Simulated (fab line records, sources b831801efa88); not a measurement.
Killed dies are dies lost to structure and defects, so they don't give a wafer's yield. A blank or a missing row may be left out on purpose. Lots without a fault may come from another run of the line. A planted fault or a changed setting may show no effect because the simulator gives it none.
Which tool did it? | flow sky130 | 12 lots, 36 wafers sampled, at 2 steps of a route of 708

WHAT THE GAUGES READ, wafer by wafer
SKY_SONOS_ONO_THK_MEAS_01. Usual: SONOS_ONO_OXIDATION_THK 2.62 nm, standard deviation 0.055.
lot  | measured     | on            | SONOS_ONO_OXIDATION_THK (nm) | flag
L645 | day 13 20:43 | film_metro-03 | 2.59 2.65 2.61               |
L647 | day 14 05:17 | film_metro-01 | 2.58 2.59 2.56               |
L649 | day 15 02:34 | film_metro-03 | 2.66 2.64 2.69               |
L650 | day 15 07:02 | film_metro-04 | 2.55 2.55 2.55               |
L651 | day 15 15:57 | film_metro-04 | 2.55 2.49 2.59               |
L652 | day 16 04:11 | film_metro-01 | 2.65 2.62 2.62               |
L654 | day 17 00:34 | film_metro-01 | 2.69 2.60 2.59               |
L656 | day 17 04:23 | film_metro-01 | 2.61 2.59 2.61               |
L658 | day 18 04:32 | film_metro-04 | 2.66 2.70 2.66               |
L659 | day 18 15:41 | film_metro-04 | 2.54 2.49 2.59               |
L660 | day 19 00:28 | film_metro-03 | 2.64 2.70 2.73               |
L661 | day 19 11:39 | film_metro-03 | 2.59 2.59 2.64               |

SKY_SONOS_ONO_THK_MEAS_03. Usual: SONOS_ONO_CVD_02_THK 10.51 nm, standard deviation 0.14.
lot  | measured     | on            | SONOS_ONO_CVD_02_THK (nm) | flag
L645 | day 14 01:38 | film_metro-04 | 10.43 10.34 10.55         |
L647 | day 14 07:54 | film_metro-04 | 10.41 10.63 10.56         |
L649 | day 15 05:28 | film_metro-01 | 10.71 10.60 10.70         |
L650 | day 15 08:09 | film_metro-01 | 10.40 10.37 10.46         |
L651 | day 15 18:02 | film_metro-03 | 10.26 10.36 10.46         |
L652 | day 16 05:18 | film_metro-03 | 10.47 10.50 10.40         |
L654 | day 17 03:44 | film_metro-01 | 10.60 10.62 10.58         |
L656 | day 17 06:34 | film_metro-04 | 10.56 10.56 10.59         |
L658 | day 18 08:25 | film_metro-03 | 10.40 10.43 10.40         |
L659 | day 18 17:14 | film_metro-01 | 10.50 10.53 10.48         |
L660 | day 19 02:46 | film_metro-04 | 10.77 10.84 10.64         |
L661 | day 19 12:46 | film_metro-01 | 10.40 10.37 10.13         |

WHICH TOOL RAN EACH LOT (tool, then ch and the chambers of the sampled wafers, then the start)
The record holds no process step before these readings.

WHAT THE TOOLS THEMSELVES READ (means of the sampled wafers that have a number; where no wafer has one, the mark that the record gives instead)
The record holds no such reading with a usual standard deviation.

THE ANSWER, worked out from the rows above alone
Rule: a lot is off if the mean of its wafers that have a number lies more than 3 standard deviations from the usual mean. A lot without any number at a reading at which 4 lots or more have one is off too. The other lots that the step has rows for count as sound. The gauges are gone through in route order, then the tools' own readings, and for those a lot's mean is taken as printed above. The first step at which some lot is off is used, and at that step the reading that is off furthest; a lot without a number counts as furthest.
No lot is off at any reading shown: from this, nothing can be told.

WHAT THE SIMULATOR HAD PUT IN
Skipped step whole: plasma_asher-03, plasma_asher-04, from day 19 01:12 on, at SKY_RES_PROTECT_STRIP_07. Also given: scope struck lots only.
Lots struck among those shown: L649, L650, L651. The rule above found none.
